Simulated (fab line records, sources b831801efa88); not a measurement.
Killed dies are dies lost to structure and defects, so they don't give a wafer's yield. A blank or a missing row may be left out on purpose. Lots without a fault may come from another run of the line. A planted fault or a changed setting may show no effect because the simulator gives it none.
fab line records | flow gf180mcu
record lots=13 wafers=39 last_day=34
route steps=602 shown HV_LDD@197 M1@331 M4@461 MIM@507
lots that met no fault: from a run of the same line without faults
start_h: hours from the record's first day to the start of the lot's first wafer shown | wait_h: hours since the lot's step before | " the same as in the row above | L1.1+2: a row that stands for several wafers | - no value, or no start given | * or withheld: withheld | < > ~ a bound
route shown NAME@n: a module of which the file shows steps, and the number in the route of the first | usual: mean/standard deviation of fault-free wafers | same: alike in all rows | chamber/n: place in a boat | sites: the reading at each site | _std_site: their standard deviation | _edge_site: outer sites' mean less inner sites' | radius_mm: how far each site lies from the wafer's centre | mask NAME#n: copy n | behind: the tool/chamber that last shaped the wafer | hold: why the lot was held/for how many hours/how that ended | device: the transistor (n, p or np) that didn't switch | end of line: the same wafers' tests at the end of the route | a step without rows: its recipe alone | killed: dies lost to structure and defects at the first sort, not the wafer's yield | map: a wafer's dies, x killed, . not, _ none there
set.NAME: the setting as run; set.NAME@STEP: as run at that earlier step | model.NAME: the simulator's own value behind a step, which no gauge read
steps of the route over a sample of lots; a table a step, a row a wafer
services: from which hour (start_h, from the record's first day; less than 0 if before it) a tool's chamber was out of use, for how many hours, and why
## steps
# step GF_HV_LDD_IMPLANT_21
# recipe species=BF2 energy_kev=25 dose_cm2=5e+13 tilt_deg=7
# usual beam_on_s=10.02/0.2 dose_ions_cm2=5.002e+13/6.1e+10 faraday_current_uA=281/5.7
# columns lot.wafer tool chamber start_h wait_h beam_on_s dose_ions_cm2 faraday_current_uA
L612.2 implanter-04 0 236.57 0.0 9.77 5.001e+13 289
L612.5 " 0 " " 9.55 5.004e+13 293
L612.6 " 0 " " 9.94 4.99e+13 285
L613.1 implanter-01 0 251.21 0.0 10.08 5.004e+13 278
L613.3 " 0 " " 10.13 4.998e+13 278
L613.6 " 0 " " 9.84 4.996e+13 287
L615.1 implanter-01 0 271.00 0.0 9.68 4.995e+13 291
L615.2 " 0 " " 9.99 4.997e+13 282
L615.5 " 0 " " 9.71 5.003e+13 291
L616.1 implanter-03 0 278.79 0.0 10.04 5.002e+13 281
L616.2 " 0 " " 9.48 4.999e+13 295
L616.6 " 0 " " 9.99 4.997e+13 284
L619.3 implanter-01 0 299.30 0.4 10.25 4.999e+13 276
L619.5 " 0 " " 10.04 5.003e+13 282
L619.6 " 0 " " 10.24 4.998e+13 275
L618.2 implanter-04 0 300.22 0.0 9.93 5.007e+13 283
L618.3 " 0 " " 9.86 4.999e+13 286
L618.5 " 0 " " 10.07 5.005e+13 279
L621.1 implanter-04 0 316.21 0.0 21.00 2.6384e+14 709
L621.3 " 0 " " 21.43 2.6366e+14 695
L621.4 " 0 " " 21.52 2.6383e+14 692
L623.2 implanter-01 0 324.67 0.0 10.15 5.002e+13 278
L623.4 " 0 " " 10.17 5.009e+13 277
L623.6 " 0 " " 9.89 5e+13 285
L624.3 implanter-04 0 333.75 0.1 20.79 2.6377e+14 715
L624.5 " 0 " " 21.13 2.6385e+14 705
L624.6 " 0 " " 21.07 2.6382e+14 709
L630.2 implanter-03 0 379.37 0.0 10.13 5e+13 279
L630.3 " 0 " " 10.06 5.005e+13 281
L630.4 " 0 " " 10.13 5.005e+13 278
L631.3 implanter-04 0 388.23 0.1 10.19 5.006e+13 277
L631.5 " 0 " " 10.13 5.008e+13 279
L631.6 " 0 " " 10.25 4.993e+13 274
L633.1 implanter-03 0 403.40 0.0 10.30 5.009e+13 273
L633.4 " 0 " " 9.88 5.002e+13 284
L633.5 " 0 " " 9.89 5.01e+13 284
L634.2 implanter-03 0 414.62 0.0 10.09 5.015e+13 279
L634.3 " 0 " " 9.70 5.015e+13 290
L634.4 " 0 " " 9.74 5.012e+13 289
# step GF_HV_LDD_TW_MEAS_23
# usual HV_LDD_2_TW=1055/10
# columns lot.wafer tool chamber start_h wait_h HV_LDD_2_TW
L612.2 film_metro-03 - 236.81 0.1 1032
L612.5 " - " " 1030
L612.6 " - " " 1030
L613.1 film_metro-04 - 251.46 0.1 1058
L613.3 " - " " 1059
L613.6 " - " " 1056
L615.1 film_metro-04 - 271.25 0.1 1055
L615.2 " - " " 1060
L615.5 " - " " 1059
L616.1 film_metro-02 - 279.04 0.1 1072
L616.2 " - " " 1064
L616.6 " - " " 1067
L619.3 film_metro-02 - 299.52 0.1 1065
L619.5 " - " " 1073
L619.6 " - " " 1066
L618.2 film_metro-04 - 300.46 0.1 1059
L618.3 " - " " 1059
L618.5 " - " " 1058
L621.1 film_metro-04 - 316.46 0.1 1771
L621.3 " - " " 1777
L621.4 " - " " 1775
L623.2 film_metro-04 - 324.91 0.1 1057
L623.4 " - " " 1054
L623.6 " - " " 1058
L624.3 film_metro-03 - 333.97 0.1 1747
L624.5 " - " " 1750
L624.6 " - " " 1747
L630.2 film_metro-03 - 379.61 0.1 1037
L630.3 " - " " 1046
L630.4 " - " " 1040
L631.3 film_metro-02 - 388.45 0.1 1055
L631.5 " - " " 1060
L631.6 " - " " 1060
L633.1 film_metro-02 - 403.65 0.1 1063
L633.4 " - " " 1062
L633.5 " - " " 1059
L634.2 film_metro-04 - 414.86 0.1 1060
L634.3 " - " " 1049
L634.4 " - " " 1053
# step GF_M1_METAL_ETCH_16
# recipe chemistry=Cl2/BCl3 mask_material=KrF target_depth_nm=750.8 stop_on=SiO2 pressure_mtorr=8 icp_w=800 bias_w=140 Cl2_flow_sccm=80 bcl3_flow_sccm=40 time_s=125.1
# usual drypump_motor_current_A=5.7/0.56 oes_product_au=0.991/0.0081 throttle_valve_pct=28.229/0.012
# columns lot.wafer tool chamber start_h wait_h drypump_motor_current_A oes_product_au rf_hours_counter_h throttle_valve_pct
L612.2 rie_metal-01 0 387.54 0.0 6.2 0.998 4 28.222
L612.5 " 0 " " 6.2 0.997 - 28.223
L612.6 " 1 " " 6.2 1.000 - 28.222
L613.1 rie_metal-04 1 406.63 0.0 5.2 0.993 10 28.243
L613.3 " 0 " " 4.8 0.993 - 28.228
L613.6 " 0 " " 4.8 0.989 - 28.222
L615.1 rie_metal-03 0 428.19 0.0 5.5 0.995 8 28.230
L615.2 " 1 " " 6.3 0.992 12 28.238
L615.5 " 1 " " 6.3 0.997 - 28.229
L616.1 rie_metal-04 1 435.58 0.0 5.2 0.985 11 28.237
L616.2 " 0 " " 4.7 0.990 8 28.223
L616.6 " 0 " " 4.7 0.987 - 28.222
L619.3 rie_metal-01 0 463.19 0.1 6.2 0.994 - 28.225
L619.5 " 1 " " 6.2 0.997 - 28.226
L619.6 " 0 " " 6.3 0.991 - 28.227
L618.2 rie_metal-03 0 465.83 0.0 5.5 1.000 9 28.209
L618.3 " 0 " " 5.5 0.992 - 28.225
L618.5 " 0 " " 5.5 0.991 - 28.211
L621.1 rie_metal-03 0 482.34 0.0 5.5 0.993 9 28.237
L621.3 " 1 " " 6.3 0.987 - 28.209
L621.4 " 0 " " 5.5 0.994 - 28.235
L623.2 rie_metal-01 0 494.54 0.0 6.2 0.998 7 28.229
L623.4 " 0 " " 6.2 0.995 - 28.231
L623.6 " 0 " " 6.2 0.993 - 28.235
L624.3 rie_metal-01 1 502.23 0.1 6.3 0.994 - 28.230
L624.5 " 1 " " 6.2 0.995 - 28.230
L624.6 " 0 " " 6.2 0.992 - 28.240
L630.2 rie_metal-03 0 552.64 0.0 5.5 1.000 11 28.208
L630.3 " 0 " " 5.5 0.994 - 28.217
L630.4 " 1 " " 6.2 0.975 - 28.263
L631.3 rie_metal-04 0 558.11 0.1 4.7 0.999 - 28.236
L631.5 " 0 " " 4.7 0.989 - 28.221
L631.6 " 0 " " 4.7 0.995 - 28.229
L633.1 rie_metal-04 0 575.71 0.0 4.8 0.992 12 28.239
L633.4 " 0 " " 4.7 0.991 - 28.227
L633.5 " 1 " " 5.2 0.986 - 28.235
L634.2 rie_metal-03 0 589.39 0.0 5.5 0.990 12 28.212
L634.3 " 0 " " 5.5 0.996 - 28.225
L634.4 " 1 " " 6.3 0.971 - 28.251
# step GF_M4_RS_MEAS_05
# recipe thk_meas_gauge=four-point-probe reads=TiN_of_M4_SPUTTER_04+Ti_of_M4_SPUTTER_03+AlCu_of_M4_SPUTTER_02+TiN_of_M4_SPUTTER_01+Ti_of_M4_SPUTTER_00
# usual M4_ALCU_RS=0.0696/0.001
# columns lot.wafer tool chamber start_h wait_h M4_ALCU_RS[ohm/sq]
L612.2 film_metro-01 - 515.51 0.0 0.0698
L612.5 " - " " 0.0695
L612.6 " - " " 0.0709
L613.1 film_metro-04 - 534.30 0.0 0.0696
L613.3 " - " " 0.0699
L613.6 " - " " 0.0690
L615.1 film_metro-03 - 553.96 0.0 0.0691
L615.2 " - " " 0.0688
L615.5 " - " " 0.0696
L616.1 film_metro-03 - 561.66 0.0 0.0682
L616.2 " - " " 0.0671
L616.6 " - " " 0.0679
L619.3 film_metro-01 - 586.26 0.1 0.0672
L619.5 " - " " 0.0678
L619.6 " - " " 0.0669
L618.2 film_metro-04 - 592.47 0.0 0.0702
L618.3 " - " " 0.0696
L618.5 " - " " 0.0700
L621.1 film_metro-04 - 603.42 0.0 0.0715
L621.3 " - " " 0.0707
L621.4 " - " " 0.0711
L623.2 film_metro-01 - 616.80 0.0 0.0702
L623.4 " - " " 0.0700
L623.6 " - " " 0.0706
L624.3 film_metro-04 - 621.93 0.1 0.0677
L624.5 " - " " 0.0683
L624.6 " - " " 0.0687
L630.2 film_metro-03 - 666.28 0.0 0.0700
L630.3 " - " " 0.0709
L630.4 " - " " 0.0705
L631.3 film_metro-04 - 668.79 0.1 0.0711
L631.5 " - " " 0.0704
L631.6 " - " " 0.0713
L633.1 film_metro-04 - 686.12 0.0 0.0689
L633.4 " - " " 0.0678
L633.5 " - " " 0.0702
L634.2 film_metro-01 - 695.95 0.0 0.0711
L634.3 " - " " 0.0706
L634.4 " - " " 0.0709
# step GF_MIM_SPUTTER_04
# recipe material=TiN target_thk_nm=50 power_w=6500 time_s=41.7 chamber_pressure_pa=0.4
# usual throttle_valve_pct=29.6/0.73
# columns lot.wafer tool chamber start_h wait_h throttle_valve_pct
L612.2 pvd_sputter-01 - 567.65 0.0 30.5
L612.5 " - " " 29.8
L612.6 " - " " 29.2
L613.1 pvd_sputter-01 - 581.66 0.0 29.7
L613.3 " - " " 29.5
L613.6 " - " " 30.3
L615.1 pvd_sputter-02 - 600.78 0.0 29.8
L615.2 " - " " 28.9
L615.5 " - " " 30.2
L616.1 pvd_sputter-01 - 606.98 0.0 29.7
L616.2 " - " " 30.0
L616.6 " - " " 29.7
L619.3 pvd_sputter-04 - 631.66 0.0 29.2
L619.5 " - " " 30.5
L619.6 " - " " 31.0
L618.2 pvd_sputter-02 - 636.73 0.0 30.4
L618.3 " - " " 30.1
L618.5 " - " " 28.8
L621.1 pvd_sputter-02 - 647.22 0.0 30.0
L621.3 " - " " 30.2
L621.4 " - " " 30.1
L623.2 pvd_sputter-01 - 660.19 0.0 29.7
L623.4 " - " " 29.3
L623.6 " - " " 29.9
L624.3 pvd_sputter-02 - 664.66 0.0 28.7
L624.5 " - " " 28.7
L624.6 " - " " 30.1
L630.2 pvd_sputter-01 - 708.02 0.0 29.7
L630.3 " - " " 29.1
L630.4 " - " " 30.1
L631.3 pvd_sputter-02 - 709.34 0.0 29.9
L631.5 " - " " 30.1
L631.6 " - " " 28.8
L633.1 pvd_sputter-02 - 725.43 0.0 30.4
L633.4 " - " " 30.1
L633.5 " - " " 30.1
L634.2 pvd_sputter-04 - 735.01 0.0 29.3
L634.3 " - " " 30.5
L634.4 " - " " 30.9
## services
# columns tool chamber start_h hours kind
implanter-01 - 214.01 5.7 repair
implanter-04 - 217.00 2.7 repair
implanter-03 - 234.42 4.4 pm
implanter-04 - 239.09 0.5 repair
implanter-03 - 252.35 0.7 repair
implanter-04 - 297.39 2.4 repair
implanter-03 - 298.70 3.9 repair
rie_metal-04 - 298.71 1.0 repair
implanter-01 - 337.97 4.2 pm
implanter-04 - 370.52 2.3 repair
pvd_sputter-02 - 384.33 19.3 repair
implanter-03 - 412.94 1.4 repair
implanter-04 - 458.44 1.9 repair
implanter-04 - 459.61 5.0 repair
rie_metal-03 0 516.41 3.9 repair
pvd_sputter-02 - 559.77 2.9 repair
pvd_sputter-02 - 560.86 6.2 repair
rie_metal-03 1 572.41 5.0 repair
rie_metal-03 - 665.75 3.9 repair
implanter-04 - 683.36 4.0 pm
rie_metal-03 - 690.09 2.8 pm
pvd_sputter-01 - 692.21 6.0 repair
implanter-04 - 699.87 1.0 repair
implanter-04 - 715.90 0.8 repair
## key
first_sign step=GF_HV_LDD_IMPLANT_21 reading=dose_ions_cm2 direction=up sigmas=99+ usual=5.002e+13 struck=2.6379e+14
effect step=GF_HV_LDD_IMPLANT_21 reading=faraday_current_uA direction=up sigmas=74 usual=281 struck=704
effect step=GF_HV_LDD_TW_MEAS_23 reading=HV_LDD_2_TW direction=up sigmas=68 usual=1055 struck=1761
met_at GF_HV_LDD_IMPLANT_21
struck_lots L621,L624
tester_left_out L621,L624
not_acting_at GF_M1_METAL_ETCH_16,GF_M4_RS_MEAS_05,GF_MIM_SPUTTER_04
onset_between 300.22 316.21
fault kind=process_parameter_drift tool=implanter-04 chamber=- onset_h=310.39 steps=GF_HV_LDD_IMPLANT_21 channel=dose_cm2 offset=2.1378e+14 shape=step end_h=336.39 acts_in=these_recipes_only stated=5e+13
# tester_left_out: of these lots the tester's yield and bins aren't shown, on N5 and GAA mostly nor the transistor test; their killed dies are dies lost to structure and defects alone, not to doping, threshold or leakage, so they don't give the yield
